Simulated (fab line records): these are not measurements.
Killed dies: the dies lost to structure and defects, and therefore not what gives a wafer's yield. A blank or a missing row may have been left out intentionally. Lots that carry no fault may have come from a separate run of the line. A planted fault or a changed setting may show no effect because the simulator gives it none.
Which tool did it? | flow gf180mcu | 24 lots, 72 wafers sampled, at 5 steps of a route of 602

== WHAT THE GAUGES SHOWED, per wafer ==
GF_SALICIDE_THK_MEAS_05: measures by xrf.
lot  | measured     | on            | SALICIDE_TIN_THK (nm)
L074 | day 15 06:53 | film metro-01 | 19.64 19.35 19.66
L075 | day 15 11:28 | film metro-01 | 19.79 19.72 19.84
L076 | day 15 19:01 | film metro-03 | 19.48 19.53 19.21
L077 | day 16 07:34 | film metro-01 | 19.71 19.67 19.71
L078 | day 16 13:32 | film metro-04 | 19.61 19.70 19.64
L079 | day 16 22:14 | film metro-04 | 19.51 19.82 19.65
L080 | day 17 04:56 | film metro-04 | 19.49 19.28 19.34
L081 | day 17 14:13 | film metro-03 | 19.35 19.32 19.23
L082 | day 18 00:50 | film metro-03 | 19.67 19.54 19.72
L083 | day 18 14:35 | film metro-01 | 19.68 19.96 20.11
L084 | day 18 19:40 | film metro-03 | 20.00 19.94 20.06
L085 | day 19 07:35 | film metro-01 | 19.24 19.45 19.25
L086 | day 19 12:28 | film metro-04 | 19.41 19.33 19.10
L087 | day 19 22:30 | film metro-04 | 19.90 19.81 19.49
L088 | day 20 03:31 | film metro-03 | 19.46 19.46 19.51
L089 | day 20 11:40 | film metro-04 | 19.88 19.55 19.64
L090 | day 20 19:53 | film metro-01 | 19.79 19.64 19.71
L091 | day 21 10:36 | film metro-04 | 19.56 19.40 19.90
L092 | day 21 13:38 | film metro-04 | 19.74 19.70 19.53
L093 | day 22 01:46 | film metro-01 | 19.85 19.79 19.68
L094 | day 22 07:10 | film metro-01 | 19.74 19.84 19.77
L095 | day 22 15:49 | film metro-01 | 19.89 20.00 20.17
L096 | day 22 20:02 | film metro-03 | 19.66 19.52 19.57
L097 | day 23 09:43 | film metro-04 | 19.86 20.10 20.03

GF_CONTACT_CD_MEAS_14: the cd target is 220 nm.
lot  | measured     | on        | cd nm (nm)
L074 | day 16 05:55 | cd sem-01 | 222.9 220.9 223.6
L075 | day 16 09:49 | cd sem-01 | 220.0 219.4 219.8
L076 | day 16 17:51 | cd sem-01 | 219.6 220.8 218.4
L077 | day 17 07:15 | cd sem-02 | 218.4 219.1 218.4
L078 | day 17 13:20 | cd sem-01 | 222.4 220.7 220.2
L079 | day 17 22:39 | cd sem-01 | 220.4 220.2 219.9
L080 | day 18 05:22 | cd sem-01 | 219.4 219.7 219.8
L081 | day 18 14:35 | cd sem-02 | 220.4 220.0 219.5
L082 | day 19 01:39 | cd sem-02 | 219.9 219.9 220.4
L083 | day 19 15:53 | cd sem-01 | 220.0 221.0 220.6
L084 | day 19 20:43 | cd sem-01 | 219.3 218.9 220.2
L085 | day 20 08:59 | cd sem-02 | 217.2 216.8 218.6
L086 | day 20 13:41 | cd sem-01 | 220.3 218.6 217.9
L087 | day 20 23:34 | cd sem-02 | 222.1 222.7 221.4
L088 | day 21 04:22 | cd sem-01 | 219.3 219.4 220.6
L089 | day 21 12:03 | cd sem-01 | 220.6 220.7 219.4
L090 | day 21 20:22 | cd sem-02 | 220.5 220.8 220.5
L091 | day 22 11:28 | cd sem-02 | 219.5 219.9 220.8
L092 | day 22 14:01 | cd sem-01 | 221.3 222.5 222.4
L093 | day 23 01:36 | cd sem-01 | 219.4 219.0 219.6
L094 | day 23 07:06 | cd sem-01 | 219.1 218.3 218.9
L095 | day 23 15:52 | cd sem-02 | 217.2 218.2 218.3
L096 | day 23 19:04 | cd sem-01 | 220.2 220.4 220.0
L097 | day 24 09:17 | cd sem-02 | 222.7 221.0 221.5

GF_V2_OVL_MEAS_15.
lot  | measured     | on         | V2_OVL (nm)
L074 | day 20 10:13 | overlay-01 | -6 -4 -3
L075 | day 20 15:22 | overlay-02 | 3 2 6
L076 | day 20 23:52 | overlay-02 | -1 -3 1
L077 | day 21 13:02 | overlay-02 | -2 -2 -9
L078 | day 21 20:04 | overlay-02 | 6 1 1
L079 | day 22 05:37 | overlay-02 | -4 4 0
L080 | day 22 11:43 | overlay-02 | 6 1 5
L081 | day 22 21:46 | overlay-02 | -1 -2 0
L082 | day 23 06:50 | overlay-01 | -13 -9 -9
L083 | day 23 20:25 | overlay-01 | -5 -2 -5
L084 | day 24 00:23 | overlay-02 | 1 -2 -2
L085 | day 24 12:19 | overlay-01 | -3 -11 -5
L086 | day 24 16:07 | overlay-02 | -3 -4 -6
L087 | day 24 23:58 | overlay-02 | 2 10 7
L088 | day 25 06:13 | overlay-02 | -3 -3 5
L089 | day 25 12:52 | overlay-01 | -12 -7 -10
L090 | day 25 20:05 | overlay-01 | 10 8 12
L091 | day 26 09:54 | overlay-01 | -5 -3 -9
L092 | day 26 12:28 | overlay-02 | 3 1 -1
L093 | day 26 22:19 | overlay-02 | -11 -10 -13
L094 | day 27 04:10 | overlay-01 | -8 -12 -5
L095 | day 27 10:21 | overlay-02 | -7 -4 -3
L096 | day 27 13:19 | overlay-02 | 11 5 -4
L097 | day 28 04:27 | overlay-01 | -4 -2 -10

GF_M3_CD_MEAS_14: the cd target is 280 nm.
lot  | measured     | on        | cd nm (nm)
L074 | day 21 11:22 | cd sem-02 | 281.6 280.4 281.7
L075 | day 21 16:36 | cd sem-02 | 279.8 279.2 280.2
L076 | day 22 01:31 | cd sem-01 | 281.9 281.5 281.5
L077 | day 22 14:06 | cd sem-02 | 280.1 280.9 280.4
L078 | day 22 21:13 | cd sem-02 | 280.8 280.6 279.1
L079 | day 23 06:09 | cd sem-01 | 279.9 280.8 280.5
L080 | day 23 12:16 | cd sem-01 | 281.0 279.5 278.9
L081 | day 23 22:15 | cd sem-02 | 279.6 279.1 279.6
L082 | day 24 07:00 | cd sem-02 | 279.3 280.4 280.3
L083 | day 24 20:28 | cd sem-01 | 279.5 280.4 279.0
L084 | day 24 23:37 | cd sem-02 | 279.8 278.9 279.4
L085 | day 25 11:45 | cd sem-01 | 278.8 279.0 279.3
L086 | day 25 15:28 | cd sem-02 | 279.6 281.0 279.5
L087 | day 25 23:12 | cd sem-02 | 280.5 280.7 281.2
L088 | day 26 04:24 | cd sem-02 | 279.7 279.9 280.2
L089 | day 26 11:15 | cd sem-02 | 281.4 282.5 281.8
L090 | day 26 17:46 | cd sem-01 | 278.7 278.9 280.3
L091 | day 27 08:09 | cd sem-02 | 279.9 281.3 281.3
L092 | day 27 10:40 | cd sem-01 | 281.9 281.3 280.4
L093 | day 27 20:34 | cd sem-01 | 279.6 279.4 279.4
L094 | day 28 01:51 | cd sem-01 | 280.5 279.0 280.8
L095 | day 28 07:43 | cd sem-02 | 282.0 279.8 281.7
L096 | day 28 10:16 | cd sem-01 | 281.0 279.9 279.8
L097 | day 29 01:54 | cd sem-02 | 279.5 280.6 279.9

GF_V3_CD_MEAS_14: the cd target is 260 nm.
lot  | measured     | on        | cd nm (nm)
L074 | day 22 12:15 | cd sem-01 | 261.6 262.3 261.1
L075 | day 22 17:42 | cd sem-01 | 259.2 260.1 258.6
L076 | day 23 02:12 | cd sem-01 | 259.9 259.4 258.9
L077 | day 23 14:11 | cd sem-02 | 260.3 261.4 262.1
L078 | day 23 20:58 | cd sem-01 | 259.3 259.1 258.6
L079 | day 24 06:22 | cd sem-02 | 259.7 259.0 259.8
L080 | day 24 11:41 | cd sem-01 | 260.6 259.7 260.7
L081 | day 24 21:20 | cd sem-01 | 257.3 257.5 258.5
L082 | day 25 06:28 | cd sem-02 | 259.2 259.4 259.5
L083 | day 25 18:40 | cd sem-02 | 260.9 260.6 260.1
L084 | day 25 22:25 | cd sem-02 | 262.1 262.1 260.8
L085 | day 26 10:08 | cd sem-02 | 259.7 260.7 259.5
L086 | day 26 14:05 | cd sem-02 | 259.6 259.4 261.3
L087 | day 26 20:51 | cd sem-02 | 260.4 259.3 259.9
L088 | day 27 02:03 | cd sem-02 | 260.0 261.4 262.2
L089 | day 27 10:03 | cd sem-02 | 260.1 259.9 260.9
L090 | day 27 15:47 | cd sem-01 | 260.0 259.6 260.4
L091 | day 28 04:55 | cd sem-02 | 259.5 259.6 259.4
L092 | day 28 07:37 | cd sem-01 | 256.9 258.2 258.8
L093 | day 28 17:48 | cd sem-01 | 259.2 257.5 260.2
L094 | day 28 23:05 | cd sem-01 | 259.6 260.5 259.8
L095 | day 29 04:03 | cd sem-02 | 262.0 262.6 262.1
L096 | day 29 08:18 | cd sem-02 | 260.5 260.4 261.2
L097 | day 29 22:02 | cd sem-02 | 260.8 259.9 259.0

== TOOL THAT RAN EACH LOT (tool first, then ch and the chambers of the sampled wafers, then the start) ==
There is no process step in the record ahead of these readings.

== AS READ BY THE TOOLS THEMSELVES (means over the sampled wafers that have a number; for cases with no such wafer, the mark the record gives instead) ==
The record holds no such reading with a usual standard deviation.

== THE ANSWER, worked out from the rows above alone ==
Rule: what is usual is taken from the lots themselves. Put in order of their means at a reading, lots are off if they are a third of the lots or fewer, leave a main group of 4 or more, and stand apart from it by a gap of 3 or more times the standard deviation of the main group's means; of several such gaps the widest counts. The tables above print the reading to a certain number of digits; a main group whose means all agree to those digits is not used. Also off: a lot with no number at a reading for which 4 or more lots have one. Any other lot the step has rows for is counted as sound. First the gauges in route order, then the tools' own readings, where a lot's mean is used as printed above. The first step at which some lot is off is used, and at that step the reading that is off furthest; a lot without a number counts as furthest.
None of the lots is off at any reading shown; this tells nothing.

== WHAT HAD BEEN PUT IN BY THE SIMULATOR ==
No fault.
